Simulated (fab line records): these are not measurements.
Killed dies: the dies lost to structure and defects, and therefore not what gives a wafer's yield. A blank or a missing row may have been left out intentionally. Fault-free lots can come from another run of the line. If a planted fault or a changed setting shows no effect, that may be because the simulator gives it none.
Commonality check across tools | flow gf180mcu | 13 lots and 39 wafers in the sample

== WHY THIS WAS OPENED ==
GF_LVPWELL_TW_MEAS_11, reading LVPWELL_TW: flagged on 1 of 13 lots. No-fault wafers: 553, standard deviation 4.5.
Rule: a lot gets a flag if all its wafers with a number sit over 4 standard deviations from that mean, or if no wafer of it has a number. All remaining lots are regarded as sound.

lot  | measured    | on           | LVPWELL_TW, wafer by wafer | flag
L252 | day 3 21:00 | filmMetro-04 | 546 548 545                | 
L253 | day 4 03:19 | filmMetro-03 | 559 560 560                | 
L254 | day 4 07:43 | filmMetro-03 | 559 560 560                | 
L255 | day 4 13:25 | filmMetro-04 | 29 29 29                   | FLAGGED
L264 | day 6 16:49 | filmMetro-04 | 552 552 547                | 
L265 | day 6 23:55 | filmMetro-03 | 554 556 554                | 
L268 | day 7 15:32 | filmMetro-03 | 550 553 554                | 
L269 | day 7 19:56 | filmMetro-02 | 562 560 561                | 
L270 | day 8 02:09 | filmMetro-03 | 555 557 555                | 
L271 | day 8 09:22 | filmMetro-03 | 559 558 559                | 
L273 | day 8 18:38 | filmMetro-04 | 550 549 550                | 
L274 | day 9 02:23 | filmMetro-04 | 554 551 551                | 
L275 | day 9 06:51 | filmMetro-04 | 552 554 553                | 
Averaged over the flagged lots the numbers come to 29, -524 from the usual (-99 or more standard deviations).

== EACH LOT AND THE TOOL IT RAN ON ==
2 process steps preceding the reading are held in the record, out of 602 steps in the route. Each cell gives the tool, then ch followed by the chambers the sampled wafers passed through, then the start.
lot  | flag    | GF_NWELL_STRIP_10                  | GF_LVPWELL_STRIP_10
L252 |         | plasmaAsher-01 ch 0,1, day 3 07:29 | plasmaAsher-03 ch 0,1, day 3 20:55
L253 |         | plasmaAsher-04 ch 0,1, day 3 13:22 | plasmaAsher-01 ch 0, day 4 03:13
L254 |         | plasmaAsher-04 ch 0,1, day 3 17:44 | plasmaAsher-03 ch 0,1, day 4 07:38
L255 | FLAGGED | plasmaAsher-04 ch 0,1, day 3 23:17 | plasmaAsher-01 ch 0,1, day 4 13:19
L264 |         | plasmaAsher-02 ch 0,1, day 6 01:07 | plasmaAsher-03 ch 0,1, day 6 16:43
L265 |         | plasmaAsher-01 ch 0,1, day 6 08:22 | plasmaAsher-04 ch 0,1, day 6 23:50
L268 |         | plasmaAsher-02 ch 1, day 6 23:34   | plasmaAsher-01 ch 0,1, day 7 15:26
L269 |         | plasmaAsher-02 ch 0,1, day 7 03:58 | plasmaAsher-03 ch 0,1, day 7 19:50
L270 |         | plasmaAsher-01 ch 0,1, day 7 09:21 | plasmaAsher-01 ch 0,1, day 8 02:03
L271 |         | plasmaAsher-04 ch 0,1, day 7 16:44 | plasmaAsher-01 ch 0,1, day 8 09:17
L273 |         | plasmaAsher-01 ch 0,1, day 8 01:42 | plasmaAsher-04 ch 0,1, day 8 18:32
L274 |         | plasmaAsher-04 ch 0,1, day 8 09:41 | plasmaAsher-01 ch 0,1, day 9 02:17
L275 |         | plasmaAsher-04 ch 0,1, day 8 13:52 | plasmaAsher-04 ch 0,1, day 9 06:46
What the steps here do:
- GF_NWELL_STRIP_10: strips in O2/N2.
- GF_LVPWELL_STRIP_10: strips in O2/N2.
- GF_LVPWELL_TW_MEAS_11

== FLAGGED AGAINST TOTAL, ONE TOOL AT A TIME (gauges that did the reading follow at the end) ==
step                  | tool           | lots run | flagged | share of the flagged lots | sound lots run after its first flagged lot
GF_NWELL_STRIP_10     | plasmaAsher-01 | 4        | 0       | none                      | -
GF_NWELL_STRIP_10     | plasmaAsher-02 | 3        | 0       | none                      | -
GF_NWELL_STRIP_10     | plasmaAsher-04 | 6        | 1       | all                       | 3 (L271,L274,L275)
GF_LVPWELL_STRIP_10   | plasmaAsher-01 | 6        | 1       | all                       | 4 (L268,L270,L271,L274)
GF_LVPWELL_STRIP_10   | plasmaAsher-03 | 4        | 0       | none                      | -
GF_LVPWELL_STRIP_10   | plasmaAsher-04 | 3        | 0       | none                      | -
GF_LVPWELL_TW_MEAS_11 | filmMetro-02   | 1        | 0       | none                      | -
GF_LVPWELL_TW_MEAS_11 | filmMetro-03   | 6        | 0       | none                      | -
GF_LVPWELL_TW_MEAS_11 | filmMetro-04   | 6        | 1       | all                       | 4 (L264,L273,L274,L275)

== WHAT THE TABLE PERMITS ==
plasmaAsher-04 at GF_NWELL_STRIP_10, plasmaAsher-01 at GF_LVPWELL_STRIP_10 and filmMetro-04 at GF_LVPWELL_TW_MEAS_11: these 3 rows of the table ran every flagged lot.
- plasmaAsher-04 at GF_NWELL_STRIP_10: 1 of its 6 lots flagged. Lots that were sound ran on it after the first flagged one (L271, L274, L275); a persistent fault on the entire tool would not allow that. Its own readings lie more than 4 standard deviations out on every wafer of the flagged lots: oesProductAu.
- plasmaAsher-01 at GF_LVPWELL_STRIP_10: 1 of its 6 lots flagged. Lots that were sound ran on it after the first flagged one (L268, L270, L271, L274); a persistent fault on the entire tool would not allow that. Its own readings lie more than 4 standard deviations out on every wafer of the flagged lots: stripTimeToEndpointS.
- filmMetro-04 at GF_LVPWELL_TW_MEAS_11: 1 of its 6 lots flagged. Lots that were sound ran on it after the first flagged one (L264, L273, L274, L275); a persistent fault on the entire tool would not allow that.
Every row of the table either missed a flagged lot or ran a sound lot after the first.

== WHAT WAS PUT IN BY THE SIMULATOR ==
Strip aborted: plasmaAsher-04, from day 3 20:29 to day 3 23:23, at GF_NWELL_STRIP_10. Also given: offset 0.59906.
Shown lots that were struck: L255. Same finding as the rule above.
